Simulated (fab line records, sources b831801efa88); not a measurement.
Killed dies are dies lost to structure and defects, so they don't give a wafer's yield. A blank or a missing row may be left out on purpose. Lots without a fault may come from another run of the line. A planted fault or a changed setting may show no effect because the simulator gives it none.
Which tool did it? | flow gf180mcu | 10 lots, 30 wafers sampled, at 7 steps of a route of 602

WHAT THE GAUGES READ, wafer by wafer
GF_MVSD_TW_MEAS_11.
lot  | measured     | on            | MVSD_TW
L883 | day 4 10:08  | film_metro-02 | 1565 1570 1561
L884 | day 4 17:50  | film_metro-01 | 1575 1571 1565
L886 | day 5 03:08  | film_metro-01 | 1579 1568 1569
L888 | day 5 13:38  | film_metro-02 | 1582 1572 1562
L889 | day 5 20:32  | film_metro-04 | 1554 1541 1549
L891 | day 6 07:38  | film_metro-01 | 1557 1571 1555
L892 | day 6 14:02  | film_metro-01 | 1561 1558 1569
L901 | day 8 22:27  | film_metro-01 | 1565 1567 1562
L903 | day 9 06:38  | film_metro-04 | 1556 1552 1545
L906 | day 10 00:56 | film_metro-02 | 1584 1577 1582

GF_VT_IMPLANT_OVL_MEAS_07.
lot  | measured     | on         | VT_IMPLANT_OVL (nm)
L883 | day 5 13:29  | overlay-01 | -1.6 -1.0 0.3
L884 | day 5 21:42  | overlay-01 | 0.6 0.1 1.2
L886 | day 6 08:20  | overlay-02 | 0.0 -0.8 0.4
L888 | day 6 20:05  | overlay-01 | -1.6 -0.7 -1.8
L889 | day 7 04:02  | overlay-02 | -0.8 0.6 -0.6
L891 | day 7 14:27  | overlay-02 | -1.5 -1.6 -2.8
L892 | day 7 21:30  | overlay-02 | -1.8 -2.5 -0.8
L901 | day 10 09:19 | overlay-01 | 0.6 -0.3 0.6
L903 | day 10 18:53 | overlay-02 | 1.9 0.6 -1.3
L906 | day 11 14:23 | overlay-01 | -0.3 0.1 -2.8

GF_PSD_TW_MEAS_11.
lot  | measured     | on            | PSD_TW
L883 | day 14 07:00 | film_metro-03 | 3165 3158 3156
L884 | day 14 14:59 | film_metro-04 | 3156 3150 3137
L886 | day 15 06:56 | film_metro-03 | 3196 3208 3211
L888 | day 16 03:41 | film_metro-01 | 3143 3130 3137
L889 | day 16 08:39 | film_metro-04 | 3167 3173 3167
L891 | day 17 02:48 | film_metro-01 | 3147 3134 3133
L892 | day 17 10:16 | film_metro-04 | 3142 3140 3149
L901 | day 20 23:49 | film_metro-04 | 3301 3305 3304 3308 3305 3287
L903 | day 21 10:25 | film_metro-04 | 3285 3278 3275 3293 3287 3289
L906 | day 22 14:06 | film_metro-04 | 3142 3180 3166

GF_PSD_RS_MEAS_15: measures by four-point-probe.
lot  | measured     | on            | PSD_RS (ohm/sq)
L883 | day 14 07:19 | film_metro-01 | 108.63 108.47 108.69
L884 | day 14 15:19 | film_metro-04 | 108.54 108.54 108.68
L886 | day 15 07:20 | film_metro-04 | 108.45 108.52 108.30
L888 | day 16 04:05 | film_metro-04 | 109.07 108.79 108.81
L889 | day 16 08:58 | film_metro-03 | 108.51 108.38 108.25
L891 | day 17 03:07 | film_metro-03 | 108.51 108.29 108.60
L892 | day 17 10:35 | film_metro-01 | 108.74 108.89 109.01
L901 | day 21 03:20 | film_metro-03 | 104.48 104.11 104.27 104.36 103.96 104.50
L903 | day 21 18:09 | film_metro-01 | 104.55 104.72 104.47 104.67 104.58 104.66
L906 | day 22 14:25 | film_metro-01 | 108.61 108.83 108.75

WHICH TOOL RAN EACH LOT (tool, then ch and the chambers of the sampled wafers, then the start)
lot  | GF_VT_IMPLANT_STRIP_09               | GF_PSD_IMPLANT_09               | GF_PSD_STRIP_10
L883 | plasma_asher-03 ch 0,1, day 5 13:41  | implanter-04 ch 0, day 14 06:45 | plasma_asher-01 ch 0,1, day 14 06:54
L884 | plasma_asher-02 ch 1, day 5 21:53    | implanter-04 ch 0, day 14 14:45 | plasma_asher-02 ch 0,1, day 14 14:53
L886 | plasma_asher-04 ch 0,1, day 6 08:32  | implanter-02 ch 0, day 15 06:41 | plasma_asher-02 ch 0,1, day 15 06:50
L888 | plasma_asher-03 ch 0,1, day 6 20:17  | implanter-03 ch 0, day 16 03:26 | plasma_asher-03 ch 0, day 16 03:35
L889 | plasma_asher-02 ch 0,1, day 7 04:14  | implanter-02 ch 0, day 16 08:24 | plasma_asher-01 ch 0,1, day 16 08:33
L891 | plasma_asher-03 ch 0, day 7 14:38    | implanter-03 ch 0, day 17 02:33 | plasma_asher-01 ch 0,1, day 17 02:42
L892 | plasma_asher-03 ch 1, day 7 21:41    | implanter-02 ch 0, day 17 10:02 | plasma_asher-03 ch 0, day 17 10:09
L901 | plasma_asher-03 ch 0,1, day 10 09:31 | implanter-04 ch 0, day 20 23:36 | plasma_asher-01 ch 0,1, day 20 23:44
L903 | plasma_asher-02 ch 0,1, day 10 19:04 | implanter-04 ch 0, day 21 10:11 | plasma_asher-03 ch 0,1, day 21 10:18
L906 | plasma_asher-04 ch 0,1, day 11 14:35 | implanter-03 ch 0, day 22 13:51 | plasma_asher-03 ch 0,1, day 22 14:00
- GF_VT_IMPLANT_STRIP_09: strips in O2/N2.
- GF_PSD_IMPLANT_09
- GF_PSD_STRIP_10: strips in O2/N2.

WHAT THE TOOLS THEMSELVES READ (means of the sampled wafers that have a number; where no wafer has one, the mark that the record gives instead)
GF_VT_IMPLANT_STRIP_09.
lot  | tool            | drypump_motor_current_A (A) | heater_power_w (W) | n2_flow_sccm (sccm) | oes_product_au (a.u.) | strip_time_to_endpoint_s (s)
L883 | plasma_asher-03 | 5.2                         | 372                | 300.1               | 0.714                 | 12.66
L884 | plasma_asher-02 | 5.7                         | 340                | 299.4               | 0.717                 | 12.66
L886 | plasma_asher-04 | 6.0                         | 319                | 299.6               | 0.717                 | 12.61
L888 | plasma_asher-03 | 5.2                         | 374                | 301.3               | 0.714                 | 12.67
L889 | plasma_asher-02 | 5.7                         | 340                | 300.2               | 0.716                 | 12.59
L891 | plasma_asher-03 | 6.0                         | 421                | 299.9               | 0.715                 | 12.56
L892 | plasma_asher-03 | 4.8                         | 343                | 300.6               | 0.713                 | 12.56
L901 | plasma_asher-03 | 5.2                         | 372                | 299.7               | 0.719                 | 12.59
L903 | plasma_asher-02 | 5.7                         | 346                | 299.7               | 0.711                 | 12.63
L906 | plasma_asher-04 | 6.0                         | 318                | 299.4               | 0.718                 | 12.65

GF_PSD_IMPLANT_09.
lot  | tool         | beam_on_s (s) | dose_ions_cm2 | end_station_pressure_torr (Torr) | faraday_current_uA
L883 | implanter-04 | 10.16         | 1.4991e+15    | 1.23e-05                         | 8110
L884 | implanter-04 | 10.06         | 1.5007e+15    | 1.12e-05                         | 8201
L886 | implanter-02 | 10.13         | 1.5013e+15    | 1.22e-05                         | 8136
L888 | implanter-03 | 10.09         | 1.4982e+15    | 1.19e-05                         | 8179
L889 | implanter-02 | 9.96          | 1.5000e+15    | 1.21e-05                         | 8280
L891 | implanter-03 | 10.00         | 1.4998e+15    | 1.16e-05                         | 8282
L892 | implanter-02 | 10.11         | 1.5009e+15    | 1.13e-05                         | 8149
L901 | implanter-04 | 12.36         | 1.4993e+15    | 8.34e-05                         | 6634
L903 | implanter-04 | 12.38         | 1.4986e+15    | 8.41e-05                         | 6604
L906 | implanter-03 | 9.89          | 1.5026e+15    | 1.24e-05                         | 8351

GF_PSD_STRIP_10.
lot  | tool            | drypump_motor_current_A (A) | heater_power_w (W) | n2_flow_sccm (sccm) | oes_product_au (a.u.) | strip_time_to_endpoint_s (s)
L883 | plasma_asher-01 | 6.2                         | 363                | 300.3               | 0.590                 | 16.52
L884 | plasma_asher-02 | 5.7                         | 343                | 301.0               | 0.593                 | 16.51
L886 | plasma_asher-02 | 5.7                         | 338                | 300.7               | 0.588                 | 16.53
L888 | plasma_asher-03 | 6.0                         | 418                | 299.3               | 0.592                 | 16.53
L889 | plasma_asher-01 | 6.4                         | 385                | 299.8               | 0.590                 | 16.57
L891 | plasma_asher-01 | 6.4                         | 383                | 300.6               | 0.589                 | 16.51
L892 | plasma_asher-03 | 6.0                         | 421                | 300.3               | 0.593                 | 16.47
L901 | plasma_asher-01 | 6.4                         | 384                | 300.7               | 0.573                 | 17.19
L903 | plasma_asher-03 | 5.6                         | 395                | 300.4               | 0.575                 | 17.24
L906 | plasma_asher-03 | 5.2                         | 380                | 299.8               | 0.595                 | 16.54

THE ANSWER, worked out from the rows above alone
Rule: what is usual is taken from the lots themselves. Put in order of their means at a reading, lots are off if they are a third of the lots or fewer, leave a main group of 4 or more, and stand apart from it by a gap of 3 or more times the standard deviation of the main group's means; of several such gaps the widest counts. A main group whose means are all the same, to the digits that the tables above print for the reading, isn't used. A lot without any number at a reading at which 4 lots or more have one is off too. The other lots that the step has rows for count as sound. The gauges are gone through in route order, then the tools' own readings, and for those a lot's mean is taken as printed above. The first step at which some lot is off is used, and at that step the reading that is off furthest; a lot without a number counts as furthest.
Off: L901, L903, at GF_PSD_TW_MEAS_11 (PSD_TW). The main group: mean 3158, standard deviation 21.
A tool fits if, at a process step before that reading, it ran every lot that is off, and no sound lot after the first of them. The gauges at GF_PSD_TW_MEAS_11 aren't tried: what is off there is off at GF_PSD_RS_MEAS_15 too, on other tools, and a gauge's error can't cause that. One fits: implanter-04 at GF_PSD_IMPLANT_09. Its last sound lot is L884 (day 14 14:45), its first lot that is off L901 (day 20 23:36): a fault that began between those two fits.
The tool's own readings at GF_PSD_IMPLANT_09 bear it out: on the lots that are off they differ by more than 5 times the standard deviation of the sound lots' means. beam_on_s reads 12.37 s there against 10.05 s on the sound lots; end_station_pressure_torr reads 8.38e-05 Torr there against 1.19e-05 Torr on the sound lots; faraday_current_uA reads 6619 there against 8211 on the sound lots.

WHAT THE SIMULATOR HAD PUT IN
Process parameter drift: implanter-04, from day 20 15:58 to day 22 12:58, at GF_PSD_IMPLANT_09. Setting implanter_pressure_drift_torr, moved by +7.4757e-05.
Process parameter drift: implanter-04, from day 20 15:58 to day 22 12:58, at GF_PSD_IMPLANT_09. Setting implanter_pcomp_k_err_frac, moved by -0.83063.
Lots struck among those shown: L901, L903. The rule above found the same.
